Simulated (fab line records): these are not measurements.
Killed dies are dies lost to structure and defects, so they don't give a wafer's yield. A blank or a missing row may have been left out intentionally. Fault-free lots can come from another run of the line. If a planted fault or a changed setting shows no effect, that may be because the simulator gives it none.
fab line records    flow gf180mcu
record lots=14  wafers=40  last_day=34
route steps=602 shown V1@350 M2@376 V2@384
lots that met no fault: taken from a fault-free run of the same line
start_h: hours from the record's opening day to when the first of the lot's shown wafers began    wait_h: hours since the lot's step before    " repeats the value in the row above    L1.1+2: one row covering several wafers at once    - value missing, or start not given    * or withheld: withheld    < > ~ a bound
route shown NAME@n: names a module that has steps shown in the file, with the first one's number in the route    usual: average and standard deviation across the fault-free wafers    same: alike in all rows    chamber/n: place in a boat    sites: each site's reading    _std_site: how widely they spread, as a standard deviation    _edge_site: mean of outer sites minus mean of inner sites    radius_mm: how far each site lies from the wafer's centre    mask NAME#n: copy n    behind: the tool/chamber that last shaped the wafer    hold: what put the lot on hold/how long, in hours/how the hold closed    device: transistor that didn't switch, given as n, p or np    end of line: the route-end tests of the same wafers    for a step that has no rows: nothing shown but its recipe    killed: the dies lost at the first sort to structure and to defects; this is not the yield of the wafer    map: a wafer's dies, x killed, . not, _ none there
set.NAME: the setting the step ran with; set.NAME@STEP: the setting that earlier step ran with    model.NAME: the simulator's own value behind a step, which no gauge read
steps of the route over a sample of lots; a table a step, a row a wafer
services: a tool's chamber out of use, with start hour (start_h, from the record's first day; less than 0 if before it), hours out, and reason
## steps
# step GF_V1_OVL_MEAS_15
# usual V1_OVL=-2/4.8
lot.wafer  tool        chamber  start_h  wait_h  V1_OVL[nm]
L344.4     overlay-02  -        414.43   0.1     -9
L344.5     "           -        "        "       -1
L344.6     "           -        "        "       7
L345.2     overlay-01  -        425.97   0.1     -7
L345.3     "           -        "        "       -4
L345.5     "           -        "        "       -5
L346.2     overlay-02  -        433.72   0.1     -10
L346.3     "           -        "        "       3
L346.6     "           -        "        "       -5
L347.2     overlay-01  -        443.35   0.1     3
L347.3     "           -        "        "       -4
L347.4     "           -        "        "       -1
L348.2     overlay-01  -        453.47   0.1     5
L348.3     "           -        "        "       -3
L348.6     "           -        "        "       0
L349.1     overlay-01  -        466.24   0.1     -4
L349.2     "           -        "        "       9
L349.4     "           -        "        "       4
L350.3     overlay-02  -        474.46   0.1     -1
L350.4     "           -        "        "       -1
L350.6     "           -        "        "       3
L351.2     overlay-02  -        477.30   0.1     5
L351.3     "           -        "        "       10
L351.5     "           -        "        "       0
L352.1     overlay-01  -        496.61   0.1     -6
L352.2     "           -        "        "       1
L352.3     "           -        "        "       -5
L358.1     overlay-01  -        553.03   0.1     1
L358.2     "           -        "        "       0
L359.3     overlay-01  -        561.67   0.1     1
L359.5     "           -        "        "       0
L361.2     overlay-01  -        576.95   0.1     -2
L361.3     "           -        "        "       -10
L361.6     "           -        "        "       0
L364.2     overlay-02  -        597.95   0.1     -4
L364.4     "           -        "        "       0
L364.6     "           -        "        "       -1
L365.2     overlay-02  -        601.50   0.1     -9
L365.3     "           -        "        "       -10
L365.5     "           -        "        "       -9
# step GF_V1_ETCH_16
# recipe chemistry=N2/H2  target_depth_a=withheld  overetch_a=withheld  time_s=withheld  target=BARC  ion_energy_ev=200  source_w=500  bias_w=100  pressure_mtorr=30  n2_flow_sccm=100  h2_flow_sccm=200
# usual drypump_motor_current_A=5.7/0.34  oes_product_au=0.856/0.0048  throttle_valve_pct=13.225/0.0094
lot.wafer  tool         chamber  start_h  wait_h  drypump_motor_current_A  oes_product_au  throttle_valve_pct
L344.4     rie_diel-01  1        414.47   0.0     6.2                      0.849           13.232
L344.5     "            0        "        "       5.9                      0.852           13.225
L344.6     "            3        "        "       5.4                      0.856           13.214
L345.2     rie_diel-02  1        426.00   0.0     5.4                      0.848           13.232
L345.3     "            2        "        "       6.4                      0.856           13.224
L345.5     "            3        "        "       6.1                      0.863           13.213
L346.2     rie_diel-02  0        433.75   0.0     5.2                      0.859           13.228
L346.3     "            3        "        "       6.1                      0.860           13.229
L346.6     "            3        "        "       6.1                      0.851           13.214
L347.2     rie_diel-02  3        443.38   0.0     6.2                      0.864           13.226
L347.3     "            0        "        "       5.3                      0.856           13.231
L347.4     "            1        "        "       5.4                      0.860           13.239
L348.2     rie_diel-04  1        453.50   0.0     5.5                      0.857           13.237
L348.3     "            0        "        "       5.5                      0.853           13.224
L348.6     "            0        "        "       5.5                      0.855           13.217
L349.1     rie_diel-02  1        466.28   0.0     5.4                      0.851           13.234
L349.2     "            2        "        "       6.4                      0.858           13.239
L349.4     "            3        "        "       6.1                      0.843           13.233
L350.3     rie_diel-01  3        474.48   0.0     5.4                      0.850           13.232
L350.4     "            0        "        "       5.9                      0.861           13.226
L350.6     "            2        "        "       5.6                      0.853           13.229
L351.2     rie_diel-02  3        477.33   0.0     6.1                      0.860           13.222
L351.3     "            1        "        "       5.4                      0.848           13.223
L351.5     "            1        "        "       5.4                      0.856           13.220
L352.1     rie_diel-04  2        496.65   0.0     5.6                      0.859           13.224
L352.2     "            3        "        "       5.8                      0.850           13.221
L352.3     "            1        "        "       5.5                      0.853           13.239
L358.1     rie_diel-02  1        553.07   0.0     5.4                      0.859           13.223
L358.2     "            3        "        "       6.1                      0.853           13.217
L359.3     rie_diel-04  0        561.69   0.0     5.5                      0.860           13.223
L359.5     "            1        "        "       5.5                      0.861           13.223
L361.2     rie_diel-04  3        576.98   0.0     5.8                      0.857           13.243
L361.3     "            2        "        "       5.6                      0.845           13.239
L361.6     "            0        "        "       5.5                      0.860           13.226
L364.2     rie_diel-04  2        597.98   0.0     5.6                      0.859           13.222
L364.4     "            3        "        "       5.8                      0.857           13.230
L364.6     "            1        "        "       5.5                      0.861           13.230
L365.2     rie_diel-04  1        601.53   0.0     5.5                      0.852           13.239
L365.3     "            3        "        "       5.9                      0.855           13.224
L365.5     "            3        "        "       5.9                      0.849           13.222
# step GF_M2_CD_MEAS_14
# recipe target_cd_nm=280
# usual cd_nm=280.2/1.3
lot.wafer  tool       chamber  start_h  wait_h  cd_nm
L344.4     cd_sem-01  -        441.20   0.1     280.4
L344.5     "          -        "        "       281.3
L344.6     "          -        "        "       280.5
L345.2     cd_sem-02  -        451.94   0.1     278.6
L345.3     "          -        "        "       278.6
L345.5     "          -        "        "       279.5
L346.2     cd_sem-02  -        459.91   0.1     280.8
L346.3     "          -        "        "       280.9
L346.6     "          -        "        "       282.1
L347.2     cd_sem-02  -        469.49   0.1     282.2
L347.3     "          -        "        "       281.4
L347.4     "          -        "        "       283.3
L348.2     cd_sem-02  -        479.02   0.1     277.8
L348.3     "          -        "        "       278.4
L348.6     "          -        "        "       277.7
L349.1     cd_sem-01  -        491.47   0.1     281.4
L349.2     "          -        "        "       280.6
L349.4     "          -        "        "       280.7
L350.3     cd_sem-01  -        499.89   0.1     280.4
L350.4     "          -        "        "       280.1
L350.6     "          -        "        "       280.6
L351.2     cd_sem-01  -        503.31   0.1     277.3
L351.3     "          -        "        "       279.6
L351.5     "          -        "        "       278.7
L352.1     cd_sem-02  -        521.34   0.1     281.5
L352.2     "          -        "        "       280.1
L352.3     "          -        "        "       280.6
L358.1     cd_sem-01  -        575.72   0.1     279.5
L358.2     "          -        "        "       281.2
L359.3     cd_sem-01  -        584.58   0.1     279.0
L359.5     "          -        "        "       278.5
L361.2     cd_sem-02  -        600.11   0.1     280.0
L361.3     "          -        "        "       280.8
L361.6     "          -        "        "       280.5
L364.2     cd_sem-02  -        619.59   0.1     280.5
L364.4     "          -        "        "       279.9
L364.6     "          -        "        "       280.5
L365.2     cd_sem-01  -        623.71   0.1     278.8
L365.3     "          -        "        "       279.0
L365.5     "          -        "        "       278.0
# step GF_V2_CVD_02
# recipe material=SiO2  target_thk_nm=850  precursor=TEOS  temp_c=400  time_s=94.851  rf_w=600
# usual heater_power_w=657/81
lot.wafer  tool      chamber  start_h  wait_h  heater_power_w
L344.4     pecvd-01  2        442.13   0.1     697
L344.5     "         1        "        "       709
L344.6     "         0        "        "       586
L345.2     pecvd-01  2        452.87   0.0     694
L345.3     "         0        "        "       561
L345.5     "         2        "        "       711
L346.2     pecvd-02  1        460.85   0.0     666
L346.3     "         0        "        "       624
L346.6     "         2        "        "       625
L347.2     pecvd-01  1        470.46   0.0     719
L347.3     "         0        "        "       544
L347.4     "         0        "        "       590
L348.2     pecvd-04  1        479.96   0.0     729
L348.3     "         0        "        "       653
L348.6     "         0        "        "       687
L349.1     pecvd-02  1        492.45   0.1     689
L349.2     "         2        "        "       509
L349.4     "         2        "        "       558
L350.3     pecvd-01  0        500.83   0.1     585
L350.4     "         1        "        "       736
L350.6     "         1        "        "       585
L351.2     pecvd-01  1        504.28   0.0     642
L351.3     "         1        "        "       691
L351.5     "         0        "        "       475
L352.1     pecvd-04  2        522.45   0.1     659
L352.2     "         1        "        "       801
L352.3     "         0        "        "       611
L358.1     pecvd-04  0        576.80   0.1     556
L358.2     "         1        "        "       784
L359.3     pecvd-04  0        585.49   0.0     663
L359.5     "         2        "        "       550
L361.2     pecvd-02  0        601.07   0.0     772
L361.3     "         1        "        "       691
L361.6     "         0        "        "       619
L364.2     pecvd-01  1        620.52   0.0     599
L364.4     "         1        "        "       643
L364.6     "         2        "        "       700
L365.2     pecvd-02  0        624.64   0.0     718
L365.3     "         1        "        "       736
L365.5     "         2        "        "       583
# step GF_V2_THK_MEAS_03
# recipe reads=SiO2_of_V2_CVD_02
# usual V2_CVD_02_THK=846/9.5
lot.wafer  tool           chamber  start_h  wait_h  V2_CVD_02_THK[nm]
L344.4     film_metro-04  -        442.20   0.0     859
L344.5     "              -        "        "       854
L344.6     "              -        "        "       855
L345.2     film_metro-04  -        452.95   0.0     852
L345.3     "              -        "        "       845
L345.5     "              -        "        "       858
L346.2     film_metro-04  -        460.93   0.0     834
L346.3     "              -        "        "       837
L346.6     "              -        "        "       854
L347.2     film_metro-01  -        470.53   0.0     840
L347.3     "              -        "        "       846
L347.4     "              -        "        "       851
L348.2     film_metro-04  -        480.04   0.0     845
L348.3     "              -        "        "       847
L348.6     "              -        "        "       849
L349.1     film_metro-04  -        492.52   0.0     833
L349.2     "              -        "        "       840
L349.4     "              -        "        "       840
L350.3     film_metro-04  -        500.92   0.1     844
L350.4     "              -        "        "       841
L350.6     "              -        "        "       845
L351.2     film_metro-01  -        504.44   0.1     838
L351.3     "              -        "        "       856
L351.5     "              -        "        "       852
L352.1     film_metro-04  -        522.52   0.0     843
L352.2     "              -        "        "       835
L352.3     "              -        "        "       847
L358.1     film_metro-02  -        576.86   0.0     833
L358.2     "              -        "        "       542
L359.3     film_metro-04  -        585.58   0.1     540
L359.5     "              -        "        "       855
L361.2     film_metro-02  -        601.15   0.0     845
L361.3     "              -        "        "       842
L361.6     "              -        "        "       855
L364.2     film_metro-04  -        620.60   0.0     840
L364.4     "              -        "        "       846
L364.6     "              -        "        "       852
L365.2     film_metro-04  -        624.72   0.0     828
L365.3     "              -        "        "       834
L365.5     "              -        "        "       845
# step GF_V2_CMP_04
# recipe material=SiO2  down_force_psi=4  platen_rpm=60  pad_velocity_m_s=0.94248
# usual motor_current_A=11.2/0.73  platen_rpm=60.00/0.038  time_to_endpoint_s=79/4.7
lot.wafer  tool    chamber  start_h  wait_h  motor_current_A  platen_rpm  time_to_endpoint_s
L344.4     cmp-02  1        442.38   0.2     11.3             60.00       83
L344.5     "       2        "        "       11.4             60.02       85
L344.6     "       3        "        "       10.0             59.95       83
L345.2     cmp-02  2        453.00   0.0     11.3             60.03       80
L345.3     "       1        "        "       11.5             60.03       77
L345.5     "       3        "        "       10.9             60.00       79
L346.2     cmp-02  2        461.03   0.1     11.4             59.95       72
L346.3     "       3        "        "       10.2             60.00       72
L346.6     "       2        "        "       11.8             60.04       80
L347.2     cmp-01  1        470.58   0.0     11.6             60.01       74
L347.4     "       3        "        "       11.7             60.02       82
L347.3     "       0        "        "       10.4             59.97       76
L348.2     cmp-02  1        480.19   0.1     11.7             60.04       78
L348.3     "       2        "        "       11.6             59.99       76
L348.6     "       0        "        "       10.6             60.03       77
L349.1     cmp-01  3        492.58   0.1     10.9             60.00       73
L349.4     "       1        "        "       11.4             60.05       77
L349.2     "       2        "        "       11.9             59.98       74
L350.4     cmp-01  2        501.01   0.1     11.8             60.00       80
L350.3     "       0        "        "       9.8              60.01       79
L350.6     "       2        "        "       12.1             60.04       82
L351.3     cmp-02  1        504.49   0.0     11.6             59.94       91
L351.2     "       0        "        "       10.3             60.01       83
L351.5     "       2        "        "       11.8             60.07       88
L352.3     cmp-02  0        522.58   0.0     10.7             59.99       85
L352.2     "       2        "        "       11.7             60.05       81
L352.1     "       3        "        "       10.7             59.98       82
L358.1     cmp-01  2        576.92   0.1     11.5             60.04       70
L358.2     "       1        "        "       11.9             60.00       43
L359.3     cmp-01  1        585.62   0.0     11.1             60.01       42
L359.5     "       2        "        "       12.6             60.06       79
L361.3     cmp-01  0        601.25   0.1     10.1             59.94       72
L361.2     "       1        "        "       11.3             59.99       77
L361.6     "       0        "        "       9.9              59.96       75
L364.2     cmp-02  2        620.65   0.0     11.7             59.99       73
L364.4     "       3        "        "       10.5             60.05       77
L364.6     "       2        "        "       11.7             60.03       79
L365.3     cmp-01  2        624.77   0.0     12.3             59.98       71
L365.2     "       0        "        "       10.0             60.00       70
L365.5     "       3        "        "       11.1             60.02       78
# step GF_V2_ETCH_17
# recipe chemistry=C4F8/O2/Ar  mask_material=KrF  target=SiO2  stop_on=TiN  source_w=1500  bias_w=1200  pressure_mtorr=40  c4f8_flow_sccm=withheld  O2_flow_sccm=6  Ar_flow_sccm=300  time_s=withheld  target_depth_a=6300
# usual oes_product_au=0.856/0.0046
lot.wafer  tool         chamber  start_h  wait_h  oes_product_au
L344.4     rie_diel-03  2        -        -       0.852
L344.5     "            1        "        "       0.862
L344.6     "            0        "        "       0.852
L345.2     rie_diel-01  2        -        -       0.855
L345.3     "            0        "        "       0.847
L345.5     "            2        "        "       0.854
L346.2     rie_diel-03  2        -        -       0.847
L346.3     "            3        "        "       0.858
L346.6     "            1        "        "       0.859
L347.2     rie_diel-01  2        -        -       0.856
L347.3     "            0        "        "       0.857
L347.4     "            3        "        "       0.857
L348.2     rie_diel-01  2        -        -       0.861
L348.3     "            1        "        "       0.854
L348.6     "            0        "        "       0.846
L349.1     rie_diel-03  0        -        -       0.854
L349.2     "            2        "        "       0.862
L349.4     "            1        "        "       0.852
L350.3     rie_diel-01  3        -        -       0.863
L350.4     "            3        "        "       0.858
L350.6     "            0        "        "       0.857
L351.2     rie_diel-04  3        -        -       0.855
L351.3     "            2        "        "       0.852
L351.5     "            0        "        "       0.862
L352.1     rie_diel-01  3        -        -       0.853
L352.2     "            1        "        "       0.859
L352.3     "            0        "        "       0.857
L358.1     rie_diel-03  0        -        -       0.856
L358.2     "            1        "        "       0.784
L359.3     rie_diel-01  2        -        -       0.786
L359.5     "            2        "        "       0.855
L361.2     rie_diel-03  2        -        -       0.860
L361.3     "            3        "        "       0.848
L361.6     "            1        "        "       0.854
L364.2     rie_diel-04  1        -        -       0.859
L364.4     "            2        "        "       0.858
L364.6     "            3        "        "       0.851
L365.2     rie_diel-04  3        -        -       0.852
L365.3     "            2        "        "       0.857
L365.5     "            1        "        "       0.852
## services
tool         chamber  start_h  hours  kind
cmp-01       -        404.06   4.0    pm
rie_diel-04  -        407.18   14.6   pm
cmp-01       -        410.49   9.4    repair
cmp-01       -        418.36   1.8    repair
cmp-02       -        420.12   4.7    pm
cmp-01       -        444.13   6.1    repair
cmp-01       -        459.42   2.5    repair
cmp-02       -        463.80   11.2   repair
cmp-01       -        481.08   0.6    repair
pecvd-01     2        499.83   5.9    repair
cmp-02       -        502.43   1.3    repair
rie_diel-04  1        503.48   11.3   repair
cmp-01       -        519.13   3.9    repair
cmp-02       -        523.42   2.5    repair
rie_diel-01  2        523.57   4.8    repair
pecvd-01     0        527.18   5.4    repair
cmp-02       -        547.60   5.9    repair
cmp-01       -        551.22   0.7    repair
cmp-02       -        556.24   1.0    repair
cmp-01       -        564.64   0.7    repair
cmp-02       -        572.04   4.0    pm
cmp-02       -        582.87   6.8    pm
rie_diel-04  -        583.39   2.8    pm
cmp-02       -        591.67   1.3    repair
## key
first_sign step=GF_V2_THK_MEAS_03  reading=V2_CVD_02_THK  direction=down  sigmas=32  usual=846  struck=541
effect step=GF_V2_CMP_04  reading=time_to_endpoint_s  direction=down  sigmas=7.8  usual=*  struck=*
effect step=GF_V2_ETCH_17  reading=oes_product_au  direction=down  sigmas=15  usual=0.856  struck=0.785
met_at GF_V2_CVD_02
struck_lots L358,L359
struck_wafers L358.2,L359.3
sort_left_out L358.2,L359.3
not_acting_at GF_V1_OVL_MEAS_15,GF_V1_ETCH_16,GF_M2_CD_MEAS_14
onset_between 522.45 576.80
fault kind=process_parameter_drift  tool=pecvd-04  chamber=-  onset_h=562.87  steps=GF_V2_CVD_02  channel=target_thk_nm  offset=-298.9  shape=step  end_h=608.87  scope=struck_wafers_only  acts_in=these_recipes_only  stated=850
# sort_left_out: the simulated sort isn't trusted on such a fault, so these wafers' sort isn't shown, and their yield isn't known
